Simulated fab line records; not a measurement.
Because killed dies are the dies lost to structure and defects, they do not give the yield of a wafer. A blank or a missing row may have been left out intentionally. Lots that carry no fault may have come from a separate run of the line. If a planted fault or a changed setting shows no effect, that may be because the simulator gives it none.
fab line records	flow sky130
[record] lots = 10	wafers = 30	last_day = 51
route steps=708 shown CONTACT@430 METAL1@436 VIA1@480 PAD_OPEN@708
lots that met no fault: from a run of the same line without faults
start_h: hours from the record's opening day to when the first of the lot's shown wafers began	wait_h: hours from the lot's prior step to this one	" the same as in the row above	L1.1+2: a row that stands for several wafers	- no value present, or no start provided	* or withheld: withheld	< > ~ a bound
route shown NAME@n: NAME is a module with steps in the file, n the number in the route of the first one	usual: mean and standard deviation over wafers with no fault	same: alike in all rows	chamber/n: place in a boat	sites: the reading at each site	_std_site: the standard deviation of these	_edge_site: the outer-site mean with the inner-site mean subtracted	radius_mm: how far each site lies from the wafer's centre	mask NAME#n: copy n	behind: the tool/chamber that last shaped the wafer	hold: the reason the lot was held/the length of the hold in hours/how it ended	device: which transistor (n, p or np) failed to switch	end of line: tests of these same wafers at the route's end	where a step has no rows: the recipe by itself	killed: not the wafer's yield, but the dies lost to structure and defects at the first sort	map: a wafer's dies, marking killed ones x, the rest . and places with no die _
set.NAME: the run value of the setting; set.NAME@STEP: its run value at that earlier step	model.NAME: the simulator's own value behind a step, which no gauge read
the route's steps for a sample of lots (tables are steps, rows are wafers)
services: from which hour (start_h, from the record's first day; less than 0 if before it) a tool's chamber was out of use, for how many hours, and why
[[steps]]
[step SKY_CONTACT_CVD_24]
[recipe] material = W	target_thk_nm = 340	time_s = 102.12	temp_c = 400	pressure_torr = 40
[usual] heater_power_w = 892/82	susceptor_temp_C = 399.95/0.22
lot.wafer	tool	chamber	start_h	wait_h	heater_power_w	susceptor_temp_C
L336.3	cvd_w-01	1	770.29	0.1	782	400.30
L336.5	"	0	"	"	901	399.75
L336.6	"	1	"	"	778	400.27
L339.4	cvd_w-02	0	797.69	0.1	1006	400.01
L339.5	"	0	"	"	1033	400.15
L339.6	"	1	"	"	936	399.77
L341.2	cvd_w-01	0	804.86	0.0	906	399.72
L341.4	"	0	"	"	914	400.12
L341.5	"	1	"	"	784	399.80
L342.4	cvd_w-02	1	825.99	0.1	936	399.68
L342.5	"	0	"	"	1037	399.88
L342.6	"	1	"	"	928	399.95
L343.2	cvd_w-01	0	827.66	0.0	875	400.10
L343.4	"	1	"	"	809	400.41
L343.6	"	1	"	"	786	399.96
L346.1	cvd_w-01	0	854.56	0.0	872	400.34
L346.3	"	0	"	"	916	400.29
L346.4	"	1	"	"	780	400.08
L347.1	cvd_w-01	0	858.20	0.0	878	399.56
L347.3	"	1	"	"	784	400.04
L347.5	"	1	"	"	793	400.01
L350.1	cvd_w-02	0	880.23	0.0	1039	399.90
L350.2	"	1	"	"	929	399.88
L350.3	"	1	"	"	954	399.76
L355.3	cvd_w-01	1	909.58	0.1	781	399.60
L355.5	"	1	"	"	780	400.05
L355.6	"	0	"	"	928	399.94
L356.1	cvd_w-02	1	924.04	0.0	899	399.99
L356.4	"	1	"	"	873	400.19
L356.5	"	1	"	"	854	400.04
[step SKY_METAL1_SPUTTER_02]
[recipe] material = AlCu	target_thk_nm = 250	power_w = 10600	time_s = 13.3	chamber_pressure_pa = 0.4
[usual] throttle_valve_pct = 30.0/0.72
lot.wafer	tool	chamber	start_h	wait_h	throttle_valve_pct
L336.3	pvd_sputter-03	-	770.89	0.0	29.7
L336.5	"	-	"	"	30.6
L336.6	"	-	"	"	29.7
L339.4	pvd_sputter-02	-	798.29	0.0	30.3
L339.5	"	-	"	"	29.6
L339.6	"	-	"	"	30.6
L341.2	pvd_sputter-02	-	805.50	0.0	30.3
L341.4	"	-	"	"	29.9
L341.5	"	-	"	"	30.3
L342.4	pvd_sputter-02	-	826.59	0.0	30.9
L342.5	"	-	"	"	30.0
L342.6	"	-	"	"	30.0
L343.2	pvd_sputter-04	-	828.32	0.0	29.1
L343.4	"	-	"	"	30.1
L343.6	"	-	"	"	29.4
L346.1	pvd_sputter-03	-	855.19	0.0	29.6
L346.3	"	-	"	"	30.1
L346.4	"	-	"	"	31.0
L347.1	pvd_sputter-03	-	858.84	0.0	30.7
L347.3	"	-	"	"	30.4
L347.5	"	-	"	"	30.8
L350.1	pvd_sputter-02	-	880.87	0.0	30.2
L350.2	"	-	"	"	29.9
L350.3	"	-	"	"	31.0
L355.3	pvd_sputter-04	-	910.18	0.0	30.7
L355.5	"	-	"	"	30.9
L355.6	"	-	"	"	30.4
L356.1	pvd_sputter-04	-	924.68	0.0	30.8
L356.4	"	-	"	"	29.1
L356.5	"	-	"	"	30.1
[step SKY_METAL1_METAL_ETCH_19]
[recipe] target_depth_a = 3600	stop_on = SiO2	over_etch_frac = 0.3	time_s = 78	chemistry = Cl2/BCl3	resist_sidewall_deg = 88	pressure_mtorr = 10	icp_w = 900	bias_w = 48.5	Cl2_flow_sccm = 60	bcl3_flow_sccm = 30
[usual] chamber_pressure_mTorr = 10.002/0.0094	drypump_motor_current_A = 5.9/0.42	oes_product_au = 0.856/0.0059	rf_fwd_power_W = 892/4.1	throttle_valve_pct = 22.264/0.0091
lot.wafer	tool	chamber	start_h	wait_h	chamber_pressure_mTorr	drypump_motor_current_A	oes_product_au	rf_fwd_power_W	rf_hours_counter_h	throttle_valve_pct
L336.3	rie_metal-04	0	799.15	0.1	10.016	6.4	0.855	894	-	22.258
L336.5	"	1	"	"	9.982	5.5	0.855	896	-	22.267
L336.6	"	0	"	"	10.006	6.3	0.852	897	-	22.271
L339.4	rie_metal-02	1	826.54	0.1	9.995	5.3	0.858	886	-	22.270
L339.5	"	1	"	"	10.000	5.3	0.858	890	-	22.260
L339.6	"	0	"	"	9.993	5.5	0.854	890	-	22.272
L341.2	rie_metal-02	1	833.24	0.0	10.016	5.4	0.850	891	6	22.261
L341.4	"	0	"	"	9.990	5.5	0.859	891	-	22.265
L341.5	"	0	"	"	10.001	5.5	0.857	889	-	22.262
L342.4	rie_metal-02	1	854.52	0.1	10.004	5.3	0.855	887	-	22.251
L342.5	"	1	"	"	10.013	5.3	0.852	890	-	22.262
L342.6	"	0	"	"	10.015	5.5	0.861	891	-	22.266
L343.2	rie_metal-02	0	856.17	0.0	9.999	5.5	0.852	893	6	22.265
L343.4	"	0	"	"	10.000	5.5	0.841	892	-	22.256
L343.6	"	1	"	"	10.001	5.4	0.842	741	-	22.274
L346.1	rie_metal-01	0	881.69	0.0	10.024	6.4	0.861	902	13	22.276
L346.3	"	1	"	"	10.001	6.0	0.855	891	-	22.258
L346.4	"	0	"	"	9.991	6.4	0.863	900	-	22.257
L347.1	rie_metal-02	1	886.12	0.0	9.996	5.4	0.855	745	8	22.253
L347.3	"	0	"	"	10.000	5.5	0.853	891	-	22.265
L347.5	"	0	"	"	9.993	5.5	0.856	889	-	22.274
L350.1	rie_metal-01	1	907.24	0.0	10.019	6.0	0.863	890	7	22.249
L350.2	"	0	"	"	9.990	6.4	0.854	902	14	22.266
L350.3	"	0	"	"	10.007	6.4	0.849	899	-	22.270
L355.3	rie_metal-01	0	935.84	0.1	10.000	6.4	0.859	891	-	22.256
L355.5	"	1	"	"	9.990	6.0	0.866	890	-	22.262
L355.6	"	0	"	"	9.998	6.4	0.862	889	-	22.263
L356.1	rie_metal-02	1	949.92	0.0	9.991	5.4	0.861	889	10	22.261
L356.4	"	1	"	"	10.015	5.4	0.858	885	-	22.271
L356.5	"	1	"	"	10.023	5.4	0.859	891	-	22.259
[step SKY_METAL1_STRIP_20]
[recipe] chemistry = O2/N2	power_w = 1400	pressure_mtorr = 1500	platen_temp_c = withheld	o2_flow_sccm = 3000	n2_flow_sccm = 300	overash_fraction = 0.5
[usual] chamber_pressure_mTorr = 1500.2/1.3	drypump_motor_current_A = 5.72/0.29	oes_product_au = 0.343/0.0051	strip_time_to_endpoint_s = 2.71/0.06
lot.wafer	tool	chamber	start_h	wait_h	chamber_pressure_mTorr	drypump_motor_current_A	oes_product_au	rf_hours_counter_h	strip_time_to_endpoint_s
L336.3	plasma_asher-03	1	799.24	0.1	1500.3	5.20	0.337	-	2.69
L336.5	"	0	"	"	1502.3	5.80	0.340	-	2.68
L336.6	"	1	"	"	1501.3	5.20	0.339	-	2.62
L339.4	plasma_asher-03	1	826.63	0.1	1500.9	5.23	0.343	-	2.74
L339.5	"	0	"	"	1498.2	5.87	0.349	-	2.71
L339.6	"	1	"	"	1501.5	5.19	0.340	-	2.73
L341.2	plasma_asher-03	1	833.33	0.1	1502.4	5.20	0.339	42	2.73
L341.4	"	1	"	"	1501.9	5.19	0.343	-	2.71
L341.5	"	0	"	"	1501.9	5.82	0.342	-	2.71
L342.4	plasma_asher-02	0	854.62	0.1	1499.3	5.93	0.346	-	2.76
L342.5	"	0	"	"	1500.1	5.96	0.346	-	2.73
L342.6	"	1	"	"	1499.8	5.72	0.346	-	2.78
L343.2	plasma_asher-04	0	856.26	0.1	1501.3	6.05	0.342	74	2.70
L343.4	"	1	"	"	1500.4	5.78	0.335	-	2.69
L343.6	"	1	"	"	1499.5	5.78	0.356	-	3.10
L346.1	plasma_asher-03	0	881.78	0.1	1499.5	5.84	0.340	46	2.66
L346.3	"	0	"	"	1500.4	5.84	0.350	-	2.82
L346.4	"	1	"	"	1501.0	5.21	0.351	-	2.65
L347.1	plasma_asher-03	1	886.21	0.1	1501.0	5.23	0.348	47	3.06
L347.3	"	0	"	"	1501.0	5.83	0.342	-	2.68
L347.5	"	0	"	"	1499.7	5.81	0.336	-	2.68
L350.1	plasma_asher-04	1	907.33	0.1	1501.4	5.77	0.342	80	2.83
L350.2	"	0	"	"	1501.4	6.02	0.344	80	2.65
L350.3	"	0	"	"	1501.0	6.04	0.330	-	2.66
L355.3	plasma_asher-02	1	935.93	0.1	1498.7	5.70	0.343	-	2.63
L355.5	"	1	"	"	1499.7	5.75	0.346	-	2.80
L355.6	"	0	"	"	1499.1	5.95	0.346	-	2.66
L356.1	plasma_asher-04	1	950.01	0.1	1498.5	5.77	0.339	84	2.71
L356.4	"	0	"	"	1500.9	6.04	0.339	-	2.70
L356.5	"	0	"	"	1502.5	6.04	0.335	-	2.72
[step SKY_VIA1_RS_MEAS_22]
[recipe] thk_meas_gauge = four-point-probe	reads = W_of_VIA1_CVD_21+TiN_of_VIA1_SPUTTER_20
[usual] VIA1_W_RS = 0.426/0.0039
lot.wafer	tool	chamber	start_h	wait_h	VIA1_W_RS[ohm/sq]
L336.3	film_metro-04	-	828.40	0.1	0.429
L336.5	"	-	"	"	0.427
L336.6	"	-	"	"	0.424
L339.4	film_metro-01	-	855.98	0.1	0.427
L339.5	"	-	"	"	0.428
L339.6	"	-	"	"	0.431
L341.2	film_metro-02	-	861.95	0.1	0.423
L341.4	"	-	"	"	0.424
L341.5	"	-	"	"	0.421
L342.4	film_metro-01	-	882.89	0.1	0.427
L342.5	"	-	"	"	0.430
L342.6	"	-	"	"	0.427
L343.2	film_metro-04	-	884.59	0.1	0.424
L343.4	"	-	"	"	0.429
L343.6	"	-	"	"	0.427
L346.1	film_metro-04	-	910.62	0.1	0.421
L346.3	"	-	"	"	0.423
L346.4	"	-	"	"	0.424
L347.1	film_metro-04	-	914.66	0.1	0.431
L347.3	"	-	"	"	0.432
L347.5	"	-	"	"	0.438
L350.1	film_metro-04	-	934.62	0.1	0.429
L350.2	"	-	"	"	0.419
L350.3	"	-	"	"	0.424
L355.3	film_metro-02	-	963.05	0.1	0.431
L355.5	"	-	"	"	0.432
L355.6	"	-	"	"	0.431
L356.1	film_metro-04	-	976.22	0.1	0.427
L356.4	"	-	"	"	0.428
L356.5	"	-	"	"	0.427
[step SKY_PAD_OPEN_PROBE_99]
[usual] defect_limited_yield = 82.8/2	killed_at_M0_to_M3 = 43/6.8	killed_at_M4_up = 3.3/1.9	killed_at_contacts = 24/5.3	killed_at_front_end = 14/4.3	killed_at_other = 0.3/0.62	killed_dies = 85/9.8	killed_open = 46/8	killed_short = 39/5.9	sort_bin_3_pad_short = 0.8/0.39	sort_bin_5_function = 10.2/1.5	sort_bin_6_memory = 6.2/1.2	sort_n_pass = 407/9.8	sort_yield_pct = 82.8/2
[same] gross_dies = 492	killed_at_back_side = 0	sort_bin_4_leakage[%] = 0	sort_bin_8_speed[%] = 0
lot.wafer	tool	chamber	start_h	wait_h	defect_limited_yield[%]	killed_at_M0_to_M3	killed_at_M4_up	killed_at_contacts	killed_at_front_end	killed_at_other	killed_dies	killed_open	killed_short	sort_bin_3_pad_short[%]	sort_bin_5_function[%]	sort_bin_6_memory[%]	sort_n_pass	sort_yield_pct[%]
L341.2	prober-01	-	1136.61	0.1	79.3	51	7	27	17	0	102	54	48	1.0	12.0	7.7	390	79.3
L341.4	prober-01	-	1136.71	0.2	84.3	43	3	18	13	0	77	46	31	0.4	9.6	5.7	415	84.3
L341.5	prober-01	-	1136.76	0.2	84.6	44	1	16	15	0	76	40	36	0.4	9.6	5.5	416	84.6
L342.4	prober-02	-	1154.19	0.2	80.5	42	5	29	20	0	96	47	49	1.4	10.8	7.3	396	80.5
L342.5	prober-02	-	1154.24	0.2	82.9	42	8	18	16	0	84	52	32	0.8	10.4	5.9	408	82.9
L342.6	prober-02	-	1154.29	0.2	80.1	44	6	32	16	0	98	58	40	0.8	11.2	7.9	394	80.1
L343.2	prober-01	-	1155.98	0.1	83.3	48	1	14	19	0	82	50	32	1.0	9.1	6.5	410	83.3
L343.4	prober-01	-	1156.08	0.2	86.8	30	2	22	11	0	65	30	35	1.4	8.1	3.7	427	86.8
L343.6	prober-01	-	1156.18	0.2	79.5	45	5	34	17	0	101	56	45	1.0	12.2	7.3	391	79.5
L346.1	prober-02	-	1172.55	0.1	83.3	41	3	20	18	0	82	43	39	0.6	9.3	6.7	410	83.3
L346.3	prober-02	-	1172.65	0.2	83.5	33	2	26	18	2	81	41	40	0.4	9.8	6.3	411	83.5
L346.4	prober-02	-	1172.70	0.2	81.7	40	2	25	21	2	90	50	40	0.6	11.8	5.9	402	81.7
L347.1	prober-01	-	1177.66	0.1	81.5	50	2	21	18	0	91	59	32	0.8	10.8	6.9	401	81.5
L347.3	prober-01	-	1177.76	0.2	80.1	40	4	35	19	0	98	63	35	0.6	12.6	6.7	394	80.1
L347.5	prober-01	-	1177.86	0.2	82.5	46	2	23	14	1	86	47	39	0.8	10.8	5.9	406	82.5
// killed by level:class
L341.2 VIA1:geometric_particle:open=13 CONTACT:geometric_particle:open=10 CONTACT:geometric_particle:short=7 METAL2:geometric_particle:short=7 METAL3:geometric_particle:short=6 VIA3:geometric_particle:open=6 METAL4:geometric_particle:short=6 METAL1:geometric_particle:short=5
L341.4 VIA1:geometric_particle:open=13 VIA3:geometric_particle:open=6 LI_CONTACT:geometric_particle:open=5 VIA1:geometric_particle:short=5 METAL2:geometric_particle:short=5 VIA2:geometric_particle:open=5 FIELD_ISO:geometric_particle:short=4 CONTACT:geometric_particle:short=4
L341.5 METAL2:geometric_particle:short=8 VIA1:geometric_particle:open=8 CONTACT:geometric_particle:open=7 METAL1:geometric_particle:short=5 LI_CONTACT:geometric_particle:open=4 VIA2:geometric_particle:open=4 VIA3:geometric_particle:open=4 FIELD_ISO:geometric_particle:short=3
L342.4 CONTACT:geometric_particle:open=9 CONTACT:geometric_particle:short=7 VIA3:geometric_particle:open=7 VIA1:geometric_particle:open=6 VIA2:geometric_particle:open=6 POLY_GATE:geometric_particle:short=5 LI_CONTACT:geometric_particle:open=5 METAL2:geometric_particle:short=5
L342.5 VIA1:geometric_particle:open=17 CONTACT:geometric_particle:open=8 FIELD_ISO:geometric_particle:open=6 POLY_GATE:geometric_particle:open=4 METAL1:geometric_particle:short=4 METAL2:geometric_particle:short=4 VIA1:geometric_particle:short=4 VIA2:geometric_particle:open=4
L342.6 VIA1:geometric_particle:open=11 VIA3:geometric_particle:open=10 CONTACT:geometric_particle:open=8 LI_CONTACT:geometric_particle:open=7 CONTACT:geometric_particle:short=7 VIA2:geometric_particle:open=6 POLY_GATE:geometric_particle:short=5 METAL4:geometric_particle:short=5
L343.2 VIA1:geometric_particle:open=14 VIA3:geometric_particle:open=10 VIA2:geometric_particle:open=7 FIELD_ISO:geometric_particle:short=6 LOCAL_INTERCONNECT:geometric_particle:short=6 METAL2:geometric_particle:short=6 FIELD_ISO:geometric_particle:open=4 VIA1:geometric_particle:short=4
L343.4 CONTACT:geometric_particle:open=7 VIA1:geometric_particle:open=7 FIELD_ISO:geometric_particle:short=5 VIA2:geometric_particle:short=4 CONTACT:geometric_particle:short=4 LI_CONTACT:geometric_particle:short=4 LOCAL_INTERCONNECT:geometric_particle:short=4 VIA1:geometric_particle:short=4
L343.6 CONTACT:geometric_particle:open=11 VIA1:geometric_particle:open=10 LI_CONTACT:geometric_particle:open=9 METAL2:geometric_particle:short=9 VIA3:geometric_particle:open=8 FIELD_ISO:geometric_particle:short=7 FIELD_ISO:geometric_particle:open=6 VIA1:geometric_particle:short=6
L346.1 VIA1:geometric_particle:open=11 LI_CONTACT:geometric_particle:open=8 CONTACT:geometric_particle:open=6 VIA2:geometric_particle:open=5 METAL2:geometric_particle:short=5 VIA3:geometric_particle:open=5 FIELD_ISO:geometric_particle:short=4 POLY_GATE:geometric_particle:short=4
L346.3 CONTACT:geometric_particle:open=11 VIA1:geometric_particle:open=9 FIELD_ISO:geometric_particle:short=8 POLY_GATE:geometric_particle:short=4 LOCAL_INTERCONNECT:geometric_particle:short=4 CONTACT:geometric_particle:short=4 METAL2:geometric_particle:short=4 VIA3:geometric_particle:open=4
L346.4 VIA1:geometric_particle:open=12 CONTACT:geometric_particle:open=10 POLY_GATE:geometric_particle:short=7 VIA2:geometric_particle:open=6 POLY_GATE:geometric_particle:open=5 LOCAL_INTERCONNECT:geometric_particle:short=5 CONTACT:geometric_particle:short=5 METAL2:geometric_particle:short=4
L347.1 VIA1:geometric_particle:open=15 CONTACT:geometric_particle:open=10 VIA2:geometric_particle:short=8 FIELD_ISO:geometric_particle:open=6 LI_CONTACT:geometric_particle:open=6 METAL2:geometric_particle:short=6 VIA2:geometric_particle:open=6 FIELD_ISO:geometric_particle:short=5
L347.3 VIA1:geometric_particle:open=18 LI_CONTACT:geometric_particle:open=13 CONTACT:geometric_particle:open=11 FIELD_ISO:geometric_particle:short=8 FIELD_ISO:geometric_particle:open=5 CONTACT:geometric_particle:short=5 VIA3:geometric_particle:open=5 METAL2:geometric_particle:short=4
L347.5 VIA1:geometric_particle:open=12 LI_CONTACT:geometric_particle:open=7 CONTACT:geometric_particle:open=6 VIA2:geometric_particle:open=6 METAL3:geometric_particle:short=6 FIELD_ISO:geometric_particle:open=4 METAL2:geometric_particle:short=4 CONTACT:geometric_particle:short=4
[[services]]
tool	chamber	start_h	hours	kind
cvd_w-01	-	746.65	0.8	repair
rie_metal-04	0	758.34	1.0	repair
cvd_w-01	1	762.88	5.5	repair
rie_metal-01	-	775.84	14.6	pm
plasma_asher-02	-	785.71	4.5	repair
pvd_sputter-02	-	792.20	2.2	repair
rie_metal-02	0	800.65	8.9	repair
pvd_sputter-04	-	805.07	0.9	repair
cvd_w-01	-	811.08	2.8	pm
plasma_asher-03	-	828.14	3.8	repair
rie_metal-04	0	828.93	4.5	repair
cvd_w-02	-	853.57	6.0	pm
plasma_asher-03	-	855.61	7.6	repair
pvd_sputter-02	-	863.18	4.3	repair
cvd_w-02	1	869.81	5.5	repair
plasma_asher-02	-	880.79	18.3	repair
plasma_asher-02	-	891.27	2.8	repair
cvd_w-02	-	904.00	14.0	pm
cvd_w-02	0	904.00	14.0	vent_cycle
cvd_w-02	1	904.00	14.0	vent_cycle
plasma_asher-03	-	908.00	0.4	repair
cvd_w-02	0	918.00	-	clean
cvd_w-02	1	918.00	-	clean
plasma_asher-04	-	923.14	3.5	repair
[[key]]
[first_sign] step = SKY_METAL1_METAL_ETCH_19	reading = rf_fwd_power_W	direction = down	sigmas = 36	usual = 892	struck = 743
[effect] step = SKY_METAL1_STRIP_20	reading = strip_time_to_endpoint_s	direction = up	sigmas = 6	usual = *	struck = *
met_at SKY_METAL1_METAL_ETCH_19
struck_lots L343,L347
struck_wafers L343.6,L347.1
not_acting_at SKY_CONTACT_CVD_24,SKY_METAL1_SPUTTER_02,SKY_VIA1_RS_MEAS_22
onset_between 854.52 856.17
[fault] kind = process_parameter_drift	tool = rie_metal-02	chamber = 1	onset_h = 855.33	steps = SKY_METAL1_METAL_ETCH_19	channel = icp_w	offset = -144	shape = step	end_h = 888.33	acts_in = these_recipes_only	stated = 900
